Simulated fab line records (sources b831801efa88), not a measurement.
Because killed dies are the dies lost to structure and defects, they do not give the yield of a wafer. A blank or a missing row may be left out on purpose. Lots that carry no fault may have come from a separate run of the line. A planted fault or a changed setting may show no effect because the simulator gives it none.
Chamber matching    flow sky130    cmp-02 running SKY_VIA4_CMP_02: 4 sister chambers
The step polishes SiO2. 22 wafers are shown with their chamber, then 11 later ones without.

## EACH WAFER AND ITS CHAMBER
wafer   chamber  motor current A (A)  edge zone pressure frac
L074.1  1        12.4                 0.998
L074.3  3        11.4                 0.998
L074.6  0        11.9                 0.997
L076.1  3        11.9                 1.005
L076.2  2        13.0                 0.995
L076.4  1        12.6                 1.010
L078.1  0        12.7                 0.995
L078.3  2        12.6                 0.999
L078.6  1        11.7                 1.001
L082.3  0        12.0                 1.002
L082.5  1        12.2                 1.003
L082.6  2        12.2                 1.000
L083.1  0        11.4                 0.996
L083.2  2        12.9                 1.001
L083.5  1        12.4                 0.999
L086.1  0        12.1                 0.987
L086.3  2        12.4                 0.995
L086.4  1        12.1                 1.000
L087.1  1        11.7                 1.006
L087.2  2        12.7                 1.002
L087.3  0        11.9                 0.996
L089.3  0        12.3                 1.000

SIGNATURES, as means of the wafers listed above
reading                  chamber 0  chamber 1  chamber 2  chamber 3  scatter within a chamber
motor current A          12.043     12.157     12.633     11.650     0.355
edge zone pressure frac  0.99614    1.00243    0.99867    1.00150    0.00418
Rule: distance of a wafer from a chamber = root of the sum over the readings of ((wafer's reading minus chamber's mean) / reading's scatter) squared. The wafer belongs to the nearest chamber; if the next one is less than 2 further off, it can't be placed. The scatter: take each reading less its chamber's mean, square it, sum over the shown wafers, divide by the number of wafers less the number of chambers, and take the root.

## WAFERS MISSING THEIR CHAMBER
wafer   motor current A (A)  edge zone pressure frac
L089.4  12.3                 1.001
L089.5  12.5                 0.996
L091.2  11.3                 0.997
L091.4  12.9                 1.004
L091.6  11.9                 0.995
L092.1  11.7                 0.992
L092.4  11.8                 1.002
L092.5  11.8                 1.006
L097.1  13.5                 0.991
L097.4  11.7                 1.011
L097.5  11.8                 0.992

## WHICH CHAMBER EACH ONE RAN IN
wafer   from the rows above                in truth
L089.4  can't be placed: 1 or 2 or 0 or 3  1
L089.5  can't be placed: 2 or 0 or 1 or 3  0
L091.2  can't be placed: 3 or 0 or 1       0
L091.4  can't be placed: 2 or 1 or 0       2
L091.6  can't be placed: 0 or 3 or 1 or 2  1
L092.1  can't be placed: 0 or 3 or 1 or 2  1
L092.4  can't be placed: 3 or 1 or 0       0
L092.5  can't be placed: 3 or 1 or 0 or 2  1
L097.1  can't be placed: 2 or 0 or 1       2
L097.4  can't be placed: 3 or 1 or 0 or 2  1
L097.5  can't be placed: 0 or 3 or 1 or 2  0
Correctly placed: 0 of 11. From these rows, 11 cannot be placed; in 11 the true chamber is one of the candidates. Placed wrongly: 0.
